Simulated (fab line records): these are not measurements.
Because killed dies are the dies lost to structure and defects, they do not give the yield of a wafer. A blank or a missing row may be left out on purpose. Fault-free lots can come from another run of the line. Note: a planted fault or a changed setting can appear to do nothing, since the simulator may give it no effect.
fab line records	flow sfq_line
[record] lots = 5	wafers = 23
route steps=325 shown C5@244 M6@252 I6@270 M7@286 I7@300
start_h: hours from the record's opening day to when the first of the lot's shown wafers began	wait_h: time in hours since the lot's previous step	" as in the row above	L1.1+2: a row that stands for several wafers	- no value, or no start was given	* or withheld: withheld	< > ~ a bound
route shown NAME@n: a module of which the file shows steps, and the number in the route of the first	usual: the fault-free wafers' mean and standard deviation	same: alike in all rows	chamber/n: place in a boat	sites: each site's reading	_std_site: the values' standard deviation	_edge_site: inner sites' mean taken away from outer sites' mean	radius_mm: how far each site lies from the wafer's centre	mask NAME#n: copy n	behind: tool/chamber where the wafer was last shaped	hold: cause of the lot's hold/its duration in hours/its outcome	device: names the non-switching transistor (n, p or np)	end of line: the tests these same wafers got at the end of their route	a step given without rows: its recipe and nothing more	killed: the dies lost at the first sort to structure and to defects; this is not the yield of the wafer	map: a wafer's dies, x killed, . not, _ none there
set.NAME: setting as actually run; set.NAME@STEP: the setting as run at that earlier step	model.NAME: the simulator's own value behind a step, which no gauge read
one table per step and one row per wafer, for lots whose settings were changed on purpose
[[steps]]
[step SFQ_TRILAYER_C5_LITHO_PEB_154]
[recipe] peb_temp_c = 115	peb_time_s = 60	resist = KrF
lot.wafer	tool	chamber	start_h	wait_h	set.peb_temp_c
L078.2+4	litho_track-03	0	1368.84	0.8	112
L078.3+5+6	"	0	"	"	115
L079.1+2+3	litho_track-04	0	1379.62	1.0	115
L081.1+4+6	litho_track-04	0	1412.02	1.0	115
L081.2+5	"	0	"	"	117
L083.1+4+6	litho_track-01	0	1427.62	1.0	116.7
L083.3+5	"	0	"	"	115
L084.1+2+3+5+6	litho_track-03	0	1433.62	1.0	115
[step SFQ_TRILAYER_C5_LITHO_DEVELOP_153]
[recipe] time_s = 60	resist = KrF
[step SFQ_TRILAYER_C5_BARC_OPEN_VIA_ETCH_210]
[recipe] mask_material = PR	chemistry = O2	target_depth_nm = 125	target = BARC	source_w = 500	bias_w = 80	pressure_mtorr = 30	time_s = 41.7
lot.wafer	tool	chamber	start_h	wait_h	set.peb_temp_c@TRILAYER_C5_LITHO_PEB_154	model.C5.cd_nm
L078.2	rie_diel-03	3	1369.15	0.0	112	435.4
L078.3+6	"	1,3	"	"	115	496
L078.4	"	0	"	"	112	434.8
L078.5	"	2	"	"	115	494.7
L079.1	rie_diel-03	2	1379.95	0.0	115	498
L079.2	"	3	"	"	115	498.1
L079.3	"	1	"	"	115	498.5
L081.1	rie_diel-03	1	1412.35	0.0	115	498.5
L081.2	"	0	"	"	117	531.1
L081.4	"	3	"	"	115	496.7
L081.5	"	0	"	"	117	531.4
L081.6	"	1	"	"	115	496.4
L083.1	rie_diel-01	1	1427.95	0.0	116.7	524.8
L083.3	"	3	"	"	115	496.7
L083.4	"	1	"	"	116.7	523.7
L083.5	"	0	"	"	115	496
L083.6	"	3	"	"	116.7	525.8
L084.1	rie_diel-02	2	1433.95	0.0	115	494.4
L084.2	"	0	"	"	115	495.3
L084.3	"	3	"	"	115	494.3
L084.5+6	"	1,0	"	"	115	494.8
[step SFQ_TRILAYER_M6_DEP_SPUTTER_157]
[recipe] material = Nb	base_pressure_pa = 1.33e-06	chamber_pressure_pa = 0.1333	substrate_temp_c = 20	target_thk_nm = 200	power_w = 2000	time_s = 133.3
lot.wafer	tool	chamber	start_h	wait_h	set.time_s	model.Nb_of_TRILAYER_M6_DEP_SPUTTER_157.thk_nm
L078.2	pvd_sputter-05	-	1370.65	0.0	124.1	186.7
L078.3	"	-	"	"	133.3	199.4
L078.4	"	-	"	"	124.1	184.1
L078.5	"	-	"	"	124.1	185.7
L078.6	"	-	"	"	133.3	200.9
L079.1+2	pvd_sputter-03	-	1381.45	0.0	133.3	203.3
L079.3	"	-	"	"	133.3	202
L081.1	pvd_sputter-06	-	1413.85	0.0	122.1	179.5
L081.2	"	-	"	"	122.1	181.4
L081.4	"	-	"	"	133.3	197
L081.5	"	-	"	"	122.1	179.4
L081.6	"	-	"	"	133.3	198.4
L083.1	pvd_sputter-03	-	1428.85	0.0	128	195.6
L083.3	"	-	"	"	128	191.8
L083.4	"	-	"	"	133.3	201.3
L083.5	"	-	"	"	128	193.9
L083.6	"	-	"	"	133.3	202.4
L084.1	pvd_sputter-03	-	1434.85	0.0	133.3	198.3
L084.2	"	-	"	"	125	188.9
L084.3	"	-	"	"	125	189.8
L084.5	"	-	"	"	125	186.9
L084.6	"	-	"	"	133.3	201.8
[step SFQ_M6_RS_MEAS_938]
[recipe] thk_meas_gauge = four-point-probe	reads = Nb_of_TRILAYER_M6_DEP_SPUTTER_157
[usual] M6_NB_RS = 0.891/0.0092
lot.wafer	tool	chamber	start_h	wait_h	set.time_s@TRILAYER_M6_DEP_SPUTTER_157	M6_NB_RS[ohm/sq]
L078.2	film_metro-02	-	1370.76	0.1	124.1	0.956
L078.3	"	-	"	"	133.3	0.893
L078.4	"	-	"	"	124.1	0.970
L078.5	"	-	"	"	124.1	0.960
L078.6	"	-	"	"	133.3	0.886
L079.1	film_metro-03	-	1381.54	0.0	133.3	0.872
L079.2	"	-	"	"	133.3	0.876
L079.3	"	-	"	"	133.3	0.880
L081.1	film_metro-02	-	1413.94	0.0	122.1	0.993
L081.2	"	-	"	"	122.1	0.982
L081.4	"	-	"	"	133.3	0.904
L081.5	"	-	"	"	122.1	0.993
L081.6	"	-	"	"	133.3	0.898
L083.1	film_metro-01	-	1428.94	0.0	128	0.911
L083.3	"	-	"	"	128	0.929
L083.4	"	-	"	"	133.3	0.884
L083.5	"	-	"	"	128	0.917
L083.6	"	-	"	"	133.3	0.880
L084.1	film_metro-02	-	1434.94	0.0	133.3	0.898
L084.2	"	-	"	"	125	0.942
L084.3	"	-	"	"	125	0.938
L084.5	"	-	"	"	125	0.955
L084.6	"	-	"	"	133.3	0.883
[step SFQ_TRILAYER_M6_LITHO_COAT_159]
[recipe] resist = KrF	spin_rpm = 3000	resist_thk_nm = 600
lot.wafer	tool	chamber	start_h	wait_h	set.resist_thk_nm	model.KrF_of_TRILAYER_M6_LITHO_COAT_159.thk_nm
L078.2+4	litho_track-03	0	1371.27	0.2	600	-
L078.3	"	0	"	"	600	599.1
L078.5	"	0	"	"	583.5	-
L078.6	"	0	"	"	583.5	581.8
L079.1	litho_track-03	0	1382.02	0.2	600	598.8
L079.2	"	0	"	"	600	598.9
L079.3	"	0	"	"	600	601.4
L081.1	litho_track-02	0	1414.42	0.2	600	-
L081.2+5	"	0	"	"	609	-
L081.4	"	0	"	"	609	608.6
L081.6	"	0	"	"	600	599.1
L083.1	litho_track-01	0	1429.42	0.2	634	632.4
L083.3	"	0	"	"	634	632.1
L083.4	"	0	"	"	634	637.4
L083.5	"	0	"	"	600	601.6
L083.6	"	0	"	"	600	602.4
L084.1	litho_track-01	0	1435.42	0.2	600	597.5
L084.2	"	0	"	"	600	-
L084.3+5	"	0	"	"	573.8	-
L084.6	"	0	"	"	573.8	570.9
[step SFQ_TRILAYER_M6_LITHO_PEB_162]
[recipe] peb_temp_c = 115	peb_time_s = 60	resist = KrF
lot.wafer	tool	chamber	start_h	wait_h	set.peb_temp_c
L078.2+5+6	litho_track-03	0	1445.15	0.8	116.9
L078.3+4	"	0	"	"	115
L079.1+2+3	litho_track-03	0	1455.93	1.0	115
L081.1+4+5	litho_track-01	0	1491.48	1.0	115
L081.2+6	"	0	"	"	117
L083.1+5	litho_track-02	0	1507.18	1.0	118.2
L083.3+4+6	"	0	"	"	115
L084.1+2+3+5+6	litho_track-01	0	1513.18	1.0	115
[step SFQ_TRILAYER_M6_LITHO_DEVELOP_161]
[recipe] time_s = 60	resist = KrF
[step SFQ_TRILAYER_M6_BARC_OPEN_METAL_ETCH_206]
[recipe] mask_material = PR	chemistry = O2	target_depth_nm = 125	target = BARC	icp_w = 600	bias_w = 80	pressure_mtorr = 10	time_s = 41.7
lot.wafer	tool	chamber	start_h	wait_h	set.peb_temp_c@TRILAYER_M6_LITHO_PEB_162	model.M6.cd_nm
L078.2	rie_metal-04	1	1445.46	0.0	116.9	466.6
L078.3	"	1	"	"	115	499.2
L078.4	"	0	"	"	115	500.4
L078.5	"	0	"	"	116.9	467.8
L078.6	"	1	"	"	116.9	467.2
L079.1	rie_metal-04	1	1456.26	0.0	115	500.3
L079.2	"	0	"	"	115	501.6
L079.3	"	1	"	"	115	499.6
L081.1	rie_metal-03	1	1491.81	0.0	115	499.8
L081.2	"	0	"	"	117	467
L081.4	"	0	"	"	115	501.2
L081.5	"	1	"	"	115	500.9
L081.6	"	0	"	"	117	467.7
L083.1	rie_metal-03	1	1507.51	0.0	118.2	449.2
L083.3	"	1	"	"	115	501.2
L083.4	"	0	"	"	115	501.4
L083.5	"	0	"	"	118.2	448.9
L083.6	"	1	"	"	115	498.1
L084.1	rie_metal-04	0	1513.51	0.0	115	502.1
L084.2	"	1	"	"	115	500.2
L084.3	"	1	"	"	115	499.5
L084.5	"	1	"	"	115	499.9
L084.6	"	0	"	"	115	500
[step SFQ_TRILAYER_M6_ETCH_METAL_ETCH_162]
[recipe] target = Nb	stop_on = SiO2	mask_material = PR	chemistry = Cl2/Ar	target_depth_nm = 240	icp_w = 600	bias_w = 80	pressure_mtorr = 10	time_s = 120
[usual] oes_product_au = 0.894/0.0068
lot.wafer	tool	chamber	start_h	wait_h	set.time_s@TRILAYER_M6_DEP_SPUTTER_157	set.resist_thk_nm@TRILAYER_M6_LITHO_COAT_159	oes_product_au	model.KrF_of_TRILAYER_M6_LITHO_COAT_159.thk_nm
L078.2	rie_metal-04	1	1445.52	0.0	124.1	600	0.859	-
L078.3	"	1	"	"	133.3	600	0.906	375.6
L078.4	"	0	"	"	124.1	600	0.860	-
L078.5	"	0	"	"	124.1	583.5	0.857	-
L078.6	"	1	"	"	133.3	583.5	0.894	357.1
L079.1	rie_metal-04	1	1456.32	0.0	133.3	600	0.906	376.3
L079.2	"	0	"	"	133.3	600	0.902	384.5
L079.3	"	1	"	"	133.3	600	0.898	380.6
L081.1	rie_metal-03	1	1491.87	0.0	122.1	600	0.849	-
L081.2	"	0	"	"	122.1	609	0.848	-
L081.4	"	0	"	"	133.3	609	0.882	395.3
L081.5	"	1	"	"	122.1	609	0.837	-
L081.6	"	0	"	"	133.3	600	0.893	385.8
L083.1	rie_metal-03	1	1507.57	0.0	128	634	0.892	410.2
L083.3	"	1	"	"	128	634	0.879	409
L083.4	"	0	"	"	133.3	634	0.903	423.1
L083.5	"	0	"	"	128	600	0.885	387.5
L083.6	"	1	"	"	133.3	600	0.903	380.3
L084.1	rie_metal-04	0	1513.57	0.0	133.3	600	0.889	380.4
L084.2	"	1	"	"	125	600	0.863	-
L084.3	"	1	"	"	125	573.8	0.870	-
L084.5	"	1	"	"	125	573.8	0.860	-
L084.6	"	0	"	"	133.3	573.8	0.900	353.7
[step SFQ_TRILAYER_I6_VIA_LITHO_COAT_174]
[recipe] resist = BARC	spin_rpm = 3000	resist_thk_nm = 62
lot.wafer	tool	chamber	start_h	wait_h	set.spin_rpm	model.BARC_of_TRILAYER_I6_VIA_LITHO_COAT_174.thk_nm
L078.2+4	litho_track-01	0	1465.27	0.8	3188	60.11
L078.3	"	0	"	"	3000	61.92
L078.5	"	0	"	"	3000	61.97
L078.6	"	0	"	"	3188	60.08
L079.1	litho_track-02	0	1476.53	1.0	3000	62.03
L079.2	"	0	"	"	3000	62.01
L079.3	"	0	"	"	3000	61.95
L081.1	litho_track-01	0	1508.38	1.0	2892	63.06
L081.2	"	0	"	"	2892	63.03
L081.4	"	0	"	"	3000	61.9
L081.5	"	0	"	"	3000	61.78
L081.6	"	0	"	"	2892	63.2
L083.1	litho_track-01	0	1519.31	1.0	3000	62.14
L083.3	"	0	"	"	3000	61.99
L083.4	"	0	"	"	3000	62.27
L083.5	"	0	"	"	3000	62.04
L083.6	"	0	"	"	3000	62.31
L084.1	litho_track-02	0	1523.84	1.0	3000	61.72
L084.2	"	0	"	"	3133	60.36
L084.3	"	0	"	"	3133	60.18
L084.5	"	0	"	"	3000	61.64
L084.6	"	0	"	"	3000	61.65
[step SFQ_TRILAYER_I6_VIA_LITHO_PEB_172]
[recipe] peb_temp_c = 115	peb_time_s = 60	resist = KrF
lot.wafer	tool	chamber	start_h	wait_h	set.peb_temp_c
L078.2+3	litho_track-04	0	1513.49	0.8	112
L078.4+5+6	"	0	"	"	115
L079.1+2+3	litho_track-04	0	1521.87	1.0	115
L081.1+5+6	litho_track-04	0	1563.40	1.0	115
L081.2+4	"	0	"	"	116.9
L083.1+4	litho_track-01	0	1576.60	1.0	116.5
L083.3+5+6	"	0	"	"	115
L084.1+3	litho_track-02	0	1582.60	1.0	115
L084.2+5+6	"	0	"	"	117.7
[step SFQ_TRILAYER_I6_VIA_LITHO_DEVELOP_171]
[recipe] time_s = 60	resist = KrF
[step SFQ_TRILAYER_I6_VIA_BARC_OPEN_VIA_ETCH_235]
[recipe] mask_material = PR	chemistry = O2	target_depth_nm = 125	target = BARC	source_w = 500	bias_w = 80	pressure_mtorr = 30	time_s = 41.7
lot.wafer	tool	chamber	start_h	wait_h	set.peb_temp_c@TRILAYER_I6_VIA_LITHO_PEB_172	model.I6.cd_nm
L078.2	rie_diel-04	0	1513.80	0.0	112	637.7
L078.3	"	3	"	"	112	638
L078.4	"	2	"	"	115	700.5
L078.5	"	1	"	"	115	700.3
L078.6	"	2	"	"	115	700.6
L079.1	rie_diel-03	1	1522.20	0.0	115	700.8
L079.2	"	0	"	"	115	700.6
L079.3	"	2	"	"	115	699
L081.1	rie_diel-02	3	1563.74	0.0	115	701.5
L081.2	"	2	"	"	116.9	731.1
L081.4	"	1	"	"	116.9	731.9
L081.5	"	2	"	"	115	699.9
L081.6	"	3	"	"	115	701.3
L083.1	rie_diel-02	3	1576.94	0.0	116.5	726.2
L083.3+6	"	2	"	"	115	698.1
L083.4	"	0	"	"	116.5	725.6
L083.5	"	3	"	"	115	699.7
L084.1	rie_diel-03	1	1582.94	0.0	115	702.5
L084.2	"	0	"	"	117.7	745.3
L084.3	"	2	"	"	115	699.1
L084.5	"	1	"	"	117.7	746.7
L084.6	"	0	"	"	117.7	746.3
[step SFQ_TRILAYER_M7_LITHO_COAT_177]
[recipe] resist = KrF	spin_rpm = 3000	resist_thk_nm = 600
lot.wafer	tool	chamber	start_h	wait_h	set.resist_thk_nm	model.KrF_of_TRILAYER_M7_LITHO_COAT_177.thk_nm
L078.2	litho_track-03	0	1515.38	0.2	600	598.2
L078.3	"	0	"	"	567.9	568
L078.4	"	0	"	"	600	601.3
L078.5	"	0	"	"	600	597.4
L078.6	"	0	"	"	567.9	566.7
L079.1	litho_track-03	0	1523.73	0.2	600	600.3
L079.2	"	0	"	"	600	599.4
L079.3	"	0	"	"	600	600.5
L081.1	litho_track-03	0	1565.26	0.2	600	598.9
L081.2	"	0	"	"	600	599.2
L081.4	"	0	"	"	600	596.5
L081.5	"	0	"	"	600	599
L081.6	"	0	"	"	600	598.4
L083.1	litho_track-02	0	1578.48	0.2	584.9	584.3
L083.3	"	0	"	"	600	599.8
L083.4	"	0	"	"	584.9	586
L083.5	"	0	"	"	584.9	584
L083.6	"	0	"	"	600	600.4
L084.1	litho_track-04	0	1584.46	0.2	600	596.2
L084.2+3	"	0	"	"	600	598.6
L084.5	"	0	"	"	600	598.8
L084.6	"	0	"	"	600	597.6
[step SFQ_TRILAYER_M7_LITHO_PEB_180]
[recipe] peb_temp_c = 115	peb_time_s = 60	resist = KrF
lot.wafer	tool	chamber	start_h	wait_h	set.peb_time_s
L078.2+3+6	litho_track-03	0	1583.80	0.8	60
L078.4+5	"	0	"	"	57.08
L079.1+2+3	litho_track-02	0	1590.98	1.0	60
L081.1+5	litho_track-02	0	1619.25	1.0	55.83
L081.2+4+6	"	0	"	"	60
L083.1+3+4+5+6	litho_track-04	0	1631.25	1.0	60
L084.1+2+3+5+6	litho_track-03	0	1636.05	1.0	60
[step SFQ_TRILAYER_M7_LITHO_DEVELOP_179]
[recipe] time_s = 60	resist = KrF
[step SFQ_TRILAYER_M7_BARC_OPEN_METAL_ETCH_229]
[recipe] mask_material = PR	chemistry = O2	target_depth_nm = 125	target = BARC	icp_w = 600	bias_w = 80	pressure_mtorr = 10	time_s = 41.7
lot.wafer	tool	chamber	start_h	wait_h	set.peb_time_s@TRILAYER_M7_LITHO_PEB_180	model.M7.cd_nm
L078.2	rie_metal-02	0	1584.11	0.0	60	499.6
L078.3	"	1	"	"	60	500.6
L078.4	"	0	"	"	57.08	507.2
L078.5	"	1	"	"	57.08	508.3
L078.6	"	0	"	"	60	499.4
L079.1	rie_metal-03	0	1591.31	0.0	60	499.6
L079.2	"	1	"	"	60	500.2
L079.3	"	1	"	"	60	501.3
L081.1	rie_metal-03	0	1619.59	0.0	55.83	510.1
L081.2	"	1	"	"	60	500.4
L081.4	"	1	"	"	60	500.8
L081.5	"	0	"	"	55.83	512.1
L081.6	"	1	"	"	60	500.3
L083.1	rie_metal-04	0	1631.59	0.0	60	499.2
L083.3	"	0	"	"	60	499.1
L083.4	"	1	"	"	60	501.1
L083.5	"	0	"	"	60	499.9
L083.6	"	1	"	"	60	500
L084.1	rie_metal-02	1	1636.39	0.0	60	499.8
L084.2	"	0	"	"	60	499
L084.3	"	0	"	"	60	500.8
L084.5	"	1	"	"	60	500.7
L084.6	"	0	"	"	60	500.5
[step SFQ_TRILAYER_M7_ETCH_METAL_ETCH_180]
[recipe] target = Nb	stop_on = SiO2	mask_material = PR	chemistry = Cl2/Ar	target_depth_nm = 240	icp_w = 600	bias_w = 80	pressure_mtorr = 10	time_s = 120
lot.wafer	tool	chamber	start_h	wait_h	set.resist_thk_nm@TRILAYER_M7_LITHO_COAT_177	model.KrF_of_TRILAYER_M7_LITHO_COAT_177.thk_nm
L078.2	rie_metal-02	0	1584.17	0.0	600	379.4
L078.3	"	1	"	"	567.9	350.1
L078.4	"	0	"	"	600	382.4
L078.5	"	1	"	"	600	379
L078.6	"	0	"	"	567.9	347.8
L079.1	rie_metal-03	0	1591.37	0.0	600	386.9
L079.2	"	1	"	"	600	380.8
L079.3	"	1	"	"	600	380.9
L081.1	rie_metal-03	0	1619.65	0.0	600	385.9
L081.2	"	1	"	"	600	378.4
L081.4	"	1	"	"	600	376.9
L081.5	"	0	"	"	600	386.2
L081.6	"	1	"	"	600	379.3
L083.1	rie_metal-04	0	1631.65	0.0	584.9	364.8
L083.3	"	0	"	"	600	380
L083.4	"	1	"	"	584.9	362.5
L083.5	"	0	"	"	584.9	365.2
L083.6	"	1	"	"	600	376
L084.1	rie_metal-02	1	1636.45	0.0	600	380.6
L084.2+3	"	0	"	"	600	382.5
L084.5	"	1	"	"	600	383.3
L084.6	"	0	"	"	600	380.8
[step SFQ_TRILAYER_I7_VIA_LITHO_COAT_192]
[recipe] resist = BARC	spin_rpm = 3000	resist_thk_nm = 62
lot.wafer	tool	chamber	start_h	wait_h	set.resist_thk_nm	model.BARC_of_TRILAYER_I7_VIA_LITHO_COAT_192.thk_nm
L078.2	litho_track-04	0	1589.52	0.8	60.35	60.05
L078.3	"	0	"	"	62	61.57
L078.4	"	0	"	"	60.35	60.08
L078.5	"	0	"	"	62	61.76
L078.6	"	0	"	"	60.35	59.99
L079.1+2	litho_track-04	0	1596.67	1.0	62	61.77
L079.3	"	0	"	"	62	61.61
L081.1	litho_track-03	0	1624.95	1.0	62	61.89
L081.2	"	0	"	"	62	61.94
L081.4	"	0	"	"	62	61.72
L081.5	"	0	"	"	63.19	63.18
L081.6	"	0	"	"	63.19	63.09
L083.1	litho_track-01	0	1638.90	1.2	62	61.87
L083.3	"	0	"	"	62	62.12
L083.4	"	0	"	"	62	61.9
L083.5	"	0	"	"	62	62
L083.6	"	0	"	"	62	61.79
L084.1	litho_track-01	0	1646.48	1.0	62	61.83
L084.2	"	0	"	"	62	62.02
L084.3+5	"	0	"	"	62	61.94
L084.6	"	0	"	"	62	61.88
[step SFQ_TRILAYER_I7_VIA_LITHO_COAT_187]
[recipe] resist = KrF	spin_rpm = 3000	resist_thk_nm = 650
lot.wafer	tool	chamber	start_h	wait_h	set.resist_thk_nm	model.KrF_of_TRILAYER_I7_VIA_LITHO_COAT_187.thk_nm
L078.2	litho_track-04	0	1589.82	0.2	662.6	662
L078.3	"	0	"	"	650	650.3
L078.4	"	0	"	"	650	649.7
L078.5	"	0	"	"	650	650.8
L078.6	"	0	"	"	662.6	662.6
L079.1	litho_track-04	0	1596.97	0.2	650	651.3
L079.2	"	0	"	"	650	650.2
L079.3	"	0	"	"	650	651
L081.1	litho_track-03	0	1625.25	0.2	678.9	675.1
L081.2	"	0	"	"	678.9	676.6
L081.4	"	0	"	"	650	648.4
L081.5	"	0	"	"	678.9	679.2
L081.6	"	0	"	"	650	648.7
L083.1	litho_track-01	0	1639.20	0.2	650	651.1
L083.3	"	0	"	"	650	651.3
L083.4	"	0	"	"	650	653.5
L083.5	"	0	"	"	650	651.4
L083.6	"	0	"	"	650	653
L084.1	litho_track-01	0	1646.78	0.2	650	651.6
L084.2	"	0	"	"	631.9	632.5
L084.3	"	0	"	"	631.9	634.8
L084.5	"	0	"	"	631.9	634.5
L084.6	"	0	"	"	650	652.3
[step SFQ_TRILAYER_I7_VIA_LITHO_SOFTBAKE_191]
[recipe] temp_c = withheld	time_s = withheld	resist = KrF
[step SFQ_TRILAYER_I7_VIA_LITHO_EXPOSE_188]
[recipe] mask_id = I7	na = 0.6	source_shape = conventional	sigma_outer = 0.65	target_cd_nm = 1000	dose_mj = 21.3
[step SFQ_TRILAYER_I7_VIA_LITHO_DEVELOP_189]
[recipe] time_s = 60	resist = KrF
[step SFQ_TRILAYER_I7_VIA_BARC_OPEN_VIA_ETCH_260]
[recipe] mask_material = PR	chemistry = O2	target_depth_nm = 125	target = BARC	source_w = 500	bias_w = 80	pressure_mtorr = 30	time_s = 41.7
lot.wafer	tool	chamber	start_h	wait_h	set.resist_thk_nm@TRILAYER_I7_VIA_LITHO_COAT_187	model.KrF_of_TRILAYER_I7_VIA_LITHO_COAT_187.thk_nm
L078.2	rie_diel-04	3	1666.86	0.0	662.6	585.5
L078.3	"	1	"	"	650	574.3
L078.4	"	2	"	"	650	573.6
L078.5	"	1	"	"	650	574.7
L078.6	"	2	"	"	662.6	586
L079.1	rie_diel-03	0	1674.81	0.0	650	574.3
L079.2	"	3	"	"	650	573.4
L079.3	"	1	"	"	650	574.1
L081.1	rie_diel-01	1	1698.71	0.0	678.9	597.8
L081.2	"	3	"	"	678.9	597.7
L081.4	"	2	"	"	650	571.4
L081.5	"	3	"	"	678.9	600.9
L081.6	"	0	"	"	650	571
L083.1	rie_diel-01	1	1709.51	0.0	650	574.3
L083.3	"	0	"	"	650	573.8
L083.4	"	3	"	"	650	576.2
L083.5	"	2	"	"	650	574.8
L083.6	"	3	"	"	650	575.1
L084.1	rie_diel-04	2	1713.11	0.0	650	575.6
L084.2	"	1	"	"	631.9	556
L084.3	"	0	"	"	631.9	557.5
L084.5	"	1	"	"	631.9	558
L084.6	"	2	"	"	650	576.2
[[key]]
[split] step = SFQ_TRILAYER_C5_LITHO_PEB_154	setting = peb_temp_c	stated = 115	by = wafer
[response] step = SFQ_TRILAYER_C5_BARC_OPEN_VIA_ETCH_210	reading = model.C5.cd_nm	change = +21.6	per = 1%	r = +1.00
[split] step = SFQ_TRILAYER_M6_DEP_SPUTTER_157	setting = time_s	stated = 133.3	by = wafer
[response] step = SFQ_TRILAYER_M6_DEP_SPUTTER_157	reading = model.Nb_of_TRILAYER_M6_DEP_SPUTTER_157.thk_nm	change = +2.04	per = 1%	r = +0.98
[response] step = SFQ_M6_RS_MEAS_938	reading = M6_NB_RS	change = -0.01	per = 1%	r = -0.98
[response] step = SFQ_TRILAYER_M6_ETCH_METAL_ETCH_162	reading = oes_product_au	change = +0.00523	per = 1%	r = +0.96
[split] step = SFQ_TRILAYER_M6_LITHO_COAT_159	setting = resist_thk_nm	stated = 600	by = wafer
[response] step = SFQ_TRILAYER_M6_LITHO_COAT_159	reading = model.KrF_of_TRILAYER_M6_LITHO_COAT_159.thk_nm	change = +5.78	per = 1%	r = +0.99
[response] step = SFQ_TRILAYER_M6_ETCH_METAL_ETCH_162	reading = model.KrF_of_TRILAYER_M6_LITHO_COAT_159.thk_nm	change = +5.59	per = 1%	r = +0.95
[split] step = SFQ_TRILAYER_M6_LITHO_PEB_162	setting = peb_temp_c	stated = 115	by = wafer
[response] step = SFQ_TRILAYER_M6_BARC_OPEN_METAL_ETCH_206	reading = model.M6.cd_nm	change = -18.8	per = 1%	r = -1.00
[split] step = SFQ_TRILAYER_I6_VIA_LITHO_COAT_174	setting = spin_rpm	stated = 3000	by = wafer
[response] step = SFQ_TRILAYER_I6_VIA_LITHO_COAT_174	reading = model.BARC_of_TRILAYER_I6_VIA_LITHO_COAT_174.thk_nm	change = -0.31	per = 1%	r = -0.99
[split] step = SFQ_TRILAYER_I6_VIA_LITHO_PEB_172	setting = peb_temp_c	stated = 115	by = wafer
[response] step = SFQ_TRILAYER_I6_VIA_BARC_OPEN_VIA_ETCH_235	reading = model.I6.cd_nm	change = +21.2	per = 1%	r = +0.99
[split] step = SFQ_TRILAYER_M7_LITHO_COAT_177	setting = resist_thk_nm	stated = 600	by = wafer
[response] step = SFQ_TRILAYER_M7_LITHO_COAT_177	reading = model.KrF_of_TRILAYER_M7_LITHO_COAT_177.thk_nm	change = +5.94	per = 1%	r = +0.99
[response] step = SFQ_TRILAYER_M7_ETCH_METAL_ETCH_180	reading = model.KrF_of_TRILAYER_M7_LITHO_COAT_177.thk_nm	change = +5.8	per = 1%	r = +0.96
[split] step = SFQ_TRILAYER_M7_LITHO_PEB_180	setting = peb_time_s	stated = 60	by = wafer
[response] step = SFQ_TRILAYER_M7_BARC_OPEN_METAL_ETCH_229	reading = model.M7.cd_nm	change = -1.56	per = 1%	r = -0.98
[split] step = SFQ_TRILAYER_I7_VIA_LITHO_COAT_192	setting = resist_thk_nm	stated = 62	by = wafer
[response] step = SFQ_TRILAYER_I7_VIA_LITHO_COAT_192	reading = model.BARC_of_TRILAYER_I7_VIA_LITHO_COAT_192.thk_nm	change = +0.63	per = 1%	r = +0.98
[split] step = SFQ_TRILAYER_I7_VIA_LITHO_COAT_187	setting = resist_thk_nm	stated = 650	by = wafer
[response] step = SFQ_TRILAYER_I7_VIA_LITHO_COAT_187	reading = model.KrF_of_TRILAYER_I7_VIA_LITHO_COAT_187.thk_nm	change = +6.38	per = 1%	r = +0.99
[response] step = SFQ_TRILAYER_I7_VIA_BARC_OPEN_VIA_ETCH_260	reading = model.KrF_of_TRILAYER_I7_VIA_LITHO_COAT_187.thk_nm	change = +6.3	per = 1%	r = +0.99
